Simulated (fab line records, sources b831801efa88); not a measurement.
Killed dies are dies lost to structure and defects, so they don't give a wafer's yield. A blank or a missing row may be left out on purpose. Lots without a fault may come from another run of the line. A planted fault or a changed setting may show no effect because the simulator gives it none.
fab line records | flow sky130
record lots=12 wafers=36 last_day=50
route steps=708 shown SONOS_ONO@182 GATE_OXIDE@200 POLY_GATE@218 PAD_OPEN@708
lots that met no fault: from a run of the same line without faults
start_h: hours from the record's first day to the start of the lot's first wafer shown | wait_h: hours since the lot's step before | " the same as in the row above | L1.1+2: a row that stands for several wafers | - no value, or no start given | * or withheld: withheld | < > ~ a bound
route shown NAME@n: a module of which the file shows steps, and the number in the route of the first | usual: mean/standard deviation of fault-free wafers | same: alike in all rows | chamber/n: place in a boat | sites: the reading at each site | _std_site: their standard deviation | _edge_site: outer sites' mean less inner sites' | radius_mm: how far each site lies from the wafer's centre | mask NAME#n: copy n | behind: the tool/chamber that last shaped the wafer | hold: why the lot was held/for how many hours/how that ended | device: the transistor (n, p or np) that didn't switch | end of line: the same wafers' tests at the end of the route | a step without rows: its recipe alone | killed: dies lost to structure and defects at the first sort, not the wafer's yield | map: a wafer's dies, x killed, . not, _ none there
set.NAME: the setting as run; set.NAME@STEP: as run at that earlier step | model.NAME: the simulator's own value behind a step, which no gauge read
steps of the route over a sample of lots; a table a step, a row a wafer
services: from which hour (start_h, from the record's first day; less than 0 if before it) a tool's chamber was out of use, for how many hours, and why
## steps
# step SKY_SONOS_ONO_OVL_MEAS_14
# usual SONOS_ONO_OVL=-0.7/1.7
# columns lot.wafer tool chamber start_h wait_h SONOS_ONO_OVL[nm]
L495.4 overlay-01 - 301.15 0.1 -1.4
L495.5 " - " " 2.1
L495.6 " - " " 1.1
L494.1 overlay-01 - 301.52 0.1 1.6
L494.5 " - " " -1.1
L494.6 " - " " 0.6
L493.2 overlay-02 - 302.72 0.1 -1.1
L493.3 " - " " -2.3
L493.4 " - " " -3.1
L497.1 overlay-02 - 313.34 0.1 -1.4
L497.2 " - " " -2.6
L497.3 " - " " -3.3
L498.1 overlay-02 - 322.22 0.1 -1.8
L498.3 " - " " -0.5
L498.6 " - " " -1.4
L499.3 overlay-02 - 328.98 0.1 0.7
L499.4 " - " " -0.2
L499.6 " - " " -0.3
L500.1 overlay-02 - 338.53 0.1 1.0
L500.3 " - " " 0.4
L500.6 " - " " -0.1
L501.1 overlay-02 - 350.19 0.1 -1.7
L501.4 " - " " -0.7
L501.5 " - " " -0.9
L505.2 overlay-01 - 378.40 0.1 -3.7
L505.3 " - " " -0.4
L505.6 " - " " -5.7
L506.2 overlay-01 - 391.90 0.1 1.1
L506.3 " - " " -1.1
L506.5 " - " " -1.5
L512.1 overlay-01 - 438.08 0.1 -1.5
L512.3 " - " " 3.0
L512.5 " - " " 0.4
L514.2 overlay-01 - 449.65 0.1 -2.1
L514.4 " - " " 1.0
L514.6 " - " " 0.1
# step SKY_GATE_OXIDE_STRIP_13
# recipe chemistry=O2/N2 power_w=1400 pressure_mtorr=1500 platen_temp_c=withheld o2_flow_sccm=3000 n2_flow_sccm=300 overash_fraction=0.5
# usual drypump_motor_current_A=5.8/0.54 oes_product_au=0.715/0.0044 strip_time_to_endpoint_s=14.21/0.044
# columns lot.wafer tool chamber start_h wait_h drypump_motor_current_A oes_product_au rf_hours_counter_h strip_time_to_endpoint_s
L495.4 plasma_asher-03 0 328.90 0.0 6.1 0.715 - 14.24
L495.5 " 0 " " 6.1 0.708 - 14.18
L495.6 " 1 " " 5.1 0.713 - 14.19
L494.1 plasma_asher-01 0 329.72 0.0 6.6 0.720 21 14.19
L494.5 " 1 " " 5.5 0.715 - 14.13
L494.6 " 0 " " 6.6 0.718 - 14.18
L493.2 plasma_asher-01 1 332.13 0.0 5.5 0.719 21 14.27
L493.3 " 1 " " 5.5 0.712 - 14.27
L493.4 " 0 " " 6.6 0.710 - 14.28
L497.1 plasma_asher-01 1 341.69 0.0 5.4 0.717 22 14.19
L497.2 " 0 " " 6.6 0.711 22 14.22
L497.3 " 0 " " 6.6 0.712 - 14.20
L498.1 plasma_asher-03 0 351.17 0.0 6.1 0.716 54 14.23
L498.3 " 1 " " 5.1 0.714 - 14.20
L498.6 " 1 " " 5.1 0.714 - 14.19
L499.3 plasma_asher-04 0 358.39 0.0 5.7 0.719 - 14.25
L499.4 " 1 " " 6.1 0.721 - 14.22
L499.6 " 1 " " 6.1 0.706 - 14.20
L500.1 plasma_asher-01 1 368.50 0.0 5.5 0.719 25 14.16
L500.3 " 1 " " 5.5 0.716 - 14.16
L500.6 " 1 " " 5.5 0.724 - 14.13
L501.1 plasma_asher-04 1 379.90 0.0 6.1 0.725 68 14.19
L501.4 " 0 " " 5.8 0.717 - 14.19
L501.5 " 1 " " 6.1 0.716 - 14.23
L505.2 plasma_asher-03 0 410.56 0.0 6.1 0.710 60 14.16
L505.3 " 0 " " 6.1 0.718 - 14.16
L505.6 " 1 " " 5.0 0.714 - 14.17
L506.2 plasma_asher-03 1 423.80 0.0 5.1 0.714 61 14.27
L506.3 " 1 " " 5.1 0.710 - 14.27
L506.5 " 0 " " 6.1 0.708 - 14.26
L512.1 plasma_asher-01 1 471.37 0.0 5.5 0.709 35 14.14
L512.3 " 0 " " 6.6 0.711 - 14.17
L512.5 " 1 " " 5.5 0.715 - 14.17
L514.2 plasma_asher-03 0 482.33 0.0 6.1 0.721 67 14.19
L514.4 " 1 " " 5.1 0.714 - 14.24
L514.6 " 0 " " 6.1 0.719 - 14.21
# step SKY_GATE_OXIDE_OXIDATION_16
# recipe temp_c=800 ambient=O2 idle_temp_c=700 ramp_up_c_per_min=10 ramp_down_c_per_min=3 stabilise_s=600 purge_s=300 target_thk_a=35.7 ox_time_s=1915
# usual spike_tc_bottom_C=818.7/1.1 spike_tc_centre_C=800.0/0.91 spike_tc_lower_C=800.9/1.3 zone_power_bottom_pct=22.0/0.89 zone_power_centre_pct=14.5/1.8 zone_power_lower_pct=12.5/0.59 zone_power_upper_pct=14.59/0.16
# columns lot.wafer tool chamber start_h wait_h spike_tc_bottom_C spike_tc_centre_C spike_tc_lower_C zone_power_bottom_pct zone_power_centre_pct zone_power_lower_pct zone_power_upper_pct
L495.4 furnace-01 0 329.08 0.0 817.7 800.7 799.6 22.8 12.5 11.9 14.56
L495.5 " 0 " " 819.5 799.4 798.3 23.1 12.6 11.9 14.41
L495.6 " 0 " " 818.8 800.4 802.4 22.8 12.6 11.9 14.70
L494.1 furnace-01 0 330.61 0.7 816.2 798.8 799.0 23.1 12.8 11.9 14.73
L494.5 " 0 " " 819.5 802.2 799.4 23.4 12.5 11.8 14.89
L494.6 " 0 " " 816.9 800.2 799.0 22.7 12.7 11.9 14.74
L493.2 furnace-01 0 333.49 1.1 818.5 799.8 800.9 23.3 12.8 11.7 14.75
L493.3 " 0 " " 818.0 799.8 799.1 23.2 12.6 11.8 14.62
L493.4 " 0 " " 818.9 800.3 799.9 23.0 12.4 12.0 14.65
L497.1 furnace-02 0 341.90 0.0 818.6 802.3 801.6 21.2 16.5 12.9 14.64
L497.2 " 0 " " 819.2 799.3 801.6 21.4 16.2 13.1 14.74
L497.3 " 0 " " 818.5 798.6 800.2 21.0 16.1 12.9 14.31
L498.1 furnace-02 0 352.01 0.6 818.3 800.0 799.5 21.0 16.3 12.9 14.54
L498.3 " 0 " " 817.6 799.5 801.9 21.0 16.1 13.2 14.31
L498.6 " 0 " " 818.4 800.2 802.1 21.1 15.9 13.1 14.50
L499.3 furnace-01 0 359.16 0.5 817.2 800.2 800.7 22.6 12.7 11.8 14.54
L499.4 " 0 " " 817.7 801.3 800.2 22.9 12.6 12.1 14.70
L499.6 " 0 " " 817.3 801.6 800.5 23.5 12.7 12.0 14.70
L500.1 furnace-02 0 368.72 0.0 819.3 799.4 801.2 21.6 16.0 13.0 14.70
L500.3 " 0 " " 819.5 800.5 803.8 21.2 16.2 13.2 14.48
L500.6 " 0 " " 820.3 800.3 803.3 21.1 15.8 13.0 14.53
L501.1 furnace-01 0 380.24 0.1 817.3 801.2 800.5 22.8 12.5 11.8 14.62
L501.4 " 0 " " 820.5 801.0 800.0 23.0 12.4 11.8 14.71
L501.5 " 0 " " 816.9 800.4 801.5 23.2 12.6 12.0 14.68
L505.2 furnace-02 0 411.45 0.7 820.9 801.0 800.2 21.2 16.2 13.2 14.46
L505.3 " 0 " " 819.8 800.6 800.1 21.2 16.1 13.1 14.41
L505.6 " 0 " " 820.0 801.0 800.8 21.1 16.0 12.9 14.56
L506.2 furnace-02 0 424.58 0.5 820.1 799.2 801.9 21.2 16.2 13.1 14.52
L506.3 " 0 " " 819.1 799.4 802.2 21.6 16.1 12.9 14.65
L506.5 " 0 " " 818.7 798.7 800.3 21.4 16.1 13.0 14.64
L512.1 furnace-01 0 472.12 0.5 811.2 793.7 839.1 18.1 7.9 22.1 15.13
L512.3 " 0 " " 812.1 795.5 839.0 17.7 7.6 21.8 15.10
L512.5 " 0 " " 810.6 795.0 838.7 18.1 7.7 22.1 15.51
L514.2 furnace-01 0 482.69 0.2 812.0 795.1 840.4 18.1 7.7 22.2 15.50
L514.4 " 0 " " 812.0 794.3 839.1 18.1 7.7 22.5 15.26
L514.6 " 0 " " 810.4 794.9 838.5 17.8 7.7 22.1 15.18
# step SKY_POLY_GATE_THK_MEAS_04
# recipe reads=Si3N4_of_POLY_GATE_CVD_03
# usual POLY_GATE_CVD_03_THK=75.0/0.76
# columns lot.wafer tool chamber start_h wait_h POLY_GATE_CVD_03_THK[nm]
L495.4 film_metro-04 - 360.40 0.0 75.5
L495.5 " - " " 75.6
L495.6 " - " " 75.4
L494.1 film_metro-04 - 362.78 0.0 76.0
L494.5 " - " " 75.5
L494.6 " - " " 75.7
L493.2 film_metro-02 - 365.96 0.0 75.9
L493.3 " - " " 75.8
L493.4 " - " " 75.5
L497.1 film_metro-03 - 374.97 0.0 74.7
L497.2 " - " " 75.2
L497.3 " - " " 75.2
L498.1 film_metro-04 - 385.78 0.0 73.5
L498.3 " - " " 73.2
L498.6 " - " " 73.6
L499.3 film_metro-04 - 393.39 0.0 74.8
L499.4 " - " " 74.8
L499.6 " - " " 74.6
L500.1 film_metro-03 - 403.00 0.0 74.9
L500.3 " - " " 74.7
L500.6 " - " " 74.6
L501.1 film_metro-02 - 415.51 0.0 74.9
L501.4 " - " " 75.5
L501.5 " - " " 74.9
L505.2 film_metro-04 - 447.02 0.0 75.0
L505.3 " - " " 75.6
L505.6 " - " " 75.3
L506.2 film_metro-02 - 461.37 0.0 73.1
L506.3 " - " " 73.4
L506.5 " - " " 73.2
L512.1 film_metro-04 - 529.86 0.0 75.2
L512.3 " - " " 75.5
L512.5 " - " " 75.2
L514.2 film_metro-04 - 531.29 0.1 75.1
L514.4 " - " " 74.5
L514.6 " - " " 74.5
# step SKY_PAD_OPEN_PROBE_99
# usual killed_at_M0_to_M3=44/6.9 killed_at_M4_up=3.3/2 killed_at_contacts=25/5.4 killed_at_front_end=16/4.6 killed_at_other=0.2/0.51 killed_dies=88/8.9 killed_open=48/6.8 killed_short=39/5.8
# same gross_dies=492 killed_at_back_side=0
# columns lot.wafer tool chamber start_h wait_h killed_at_M0_to_M3 killed_at_M4_up killed_at_contacts killed_at_front_end killed_at_other killed_dies killed_open killed_short
L495.4 prober-02 - 1092.09 0.2 46 4 29 26 0 105 54 49
L495.5 prober-02 - 1092.14 0.2 58 2 20 8 0 88 47 41
L495.6 prober-02 - 1092.19 0.2 48 2 24 15 0 89 41 48
L512.1 prober-01 - 1192.35 0.1 40 2 21 17 1 81 37 42
L512.3 prober-01 - 1192.45 0.2 53 4 28 20 1 106 62 41
L512.5 prober-01 - 1192.55 0.2 49 1 19 18 2 89 44 43
L514.2 prober-01 - 1198.33 0.1 39 4 31 13 1 88 48 40
L514.4 prober-01 - 1198.43 0.2 50 4 20 10 0 84 52 31
L514.6 prober-01 - 1198.53 0.2 49 3 19 17 1 89 51 37
# killed by level:class
L495.4 VIA1:geometric_particle:open=16 CONTACT:geometric_particle:open=15 FIELD_ISO:geometric_particle:open=7 LOCAL_INTERCONNECT:geometric_particle:short=7 FIELD_ISO:geometric_particle:short=6 METAL1:geometric_particle:short=5 POLY_GATE:geometric_particle:short=5 CONTACT:geometric_particle:short=5
L495.5 VIA1:geometric_particle:open=13 VIA3:geometric_particle:open=8 VIA2:geometric_particle:open=8 METAL2:geometric_particle:short=8 LI_CONTACT:geometric_particle:open=6 CONTACT:geometric_particle:short=6 VIA3:geometric_particle:short=6 VIA1:geometric_particle:short=5
L495.6 CONTACT:geometric_particle:short=9 VIA1:geometric_particle:open=9 FIELD_ISO:geometric_particle:open=7 VIA3:geometric_particle:open=7 VIA3:geometric_particle:short=6 LOCAL_INTERCONNECT:geometric_particle:short=5 CONTACT:geometric_particle:open=5 VIA1:geometric_particle:short=5
L512.1 VIA3:geometric_particle:open=7 LI_CONTACT:geometric_particle:open=6 VIA2:geometric_particle:open=6 METAL2:geometric_particle:short=6 LOCAL_INTERCONNECT:geometric_particle:short=5 VIA1:geometric_particle:open=5 VIA1:geometric_particle:short=5 FIELD_ISO:geometric_particle:open=4
L512.3 VIA1:geometric_particle:open=17 LI_CONTACT:geometric_particle:open=10 VIA3:geometric_particle:open=8 POLY_GATE:geometric_particle:open=7 CONTACT:geometric_particle:open=7 METAL1:geometric_particle:short=7 LOCAL_INTERCONNECT:geometric_particle:short=5 CONTACT:geometric_particle:short=5
L512.5 VIA1:geometric_particle:open=9 VIA3:geometric_particle:open=9 CONTACT:geometric_particle:open=6 METAL2:geometric_particle:short=6 METAL1:geometric_particle:short=6 VIA1:geometric_particle:short=6 FIELD_ISO:geometric_particle:short=4 POLY_GATE:geometric_particle:short=4
L514.2 VIA1:geometric_particle:open=11 LOCAL_INTERCONNECT:geometric_particle:short=8 CONTACT:geometric_particle:open=7 FIELD_ISO:geometric_particle:open=6 VIA2:geometric_particle:open=6 VIA1:geometric_particle:short=6 CONTACT:geometric_particle:short=6 METAL2:geometric_particle:short=5
L514.4 VIA1:geometric_particle:open=14 CONTACT:geometric_particle:open=7 VIA2:geometric_particle:open=7 VIA3:geometric_particle:open=7 CONTACT:geometric_particle:short=6 LI_CONTACT:geometric_particle:open=4 METAL3:geometric_particle:open=4 METAL1:geometric_particle:short=4
L514.6 VIA3:geometric_particle:open=12 VIA1:geometric_particle:open=11 FIELD_ISO:geometric_particle:short=8 LI_CONTACT:geometric_particle:open=6 CONTACT:geometric_particle:open=6 VIA2:geometric_particle:open=6 VIA1:geometric_particle:short=5 VIA3:geometric_particle:short=5
## services
# columns tool chamber start_h hours kind
plasma_asher-04 - 321.85 14.6 pm
furnace-02 - 382.58 2.8 pm
plasma_asher-01 - 404.60 1.0 repair
furnace-02 - 434.74 3.6 pm
## key
first_sign step=SKY_GATE_OXIDE_OXIDATION_16 reading=spike_tc_lower_C direction=up sigmas=31 usual=800.9 struck=839.1
effect step=SKY_GATE_OXIDE_OXIDATION_16 reading=zone_power_lower_pct direction=up sigmas=16 usual=12.5 struck=22.2
met_at SKY_GATE_OXIDE_OXIDATION_16
struck_lots L512,L514
tester_left_out L512,L514
not_acting_at SKY_SONOS_ONO_OVL_MEAS_14,SKY_GATE_OXIDE_STRIP_13,SKY_POLY_GATE_THK_MEAS_04
onset_between 380.24 472.12
fault kind=process_parameter_drift tool=furnace-01 chamber=- onset_h=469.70 steps=SKY_GATE_OXIDE_OXIDATION_16 channel=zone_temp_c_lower offset=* shape=step end_h=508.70
# tester_left_out: of these lots the tester's yield and bins aren't shown, on N5 and GAA mostly nor the transistor test; their killed dies are dies lost to structure and defects alone, not to doping, threshold or leakage, so they don't give the yield
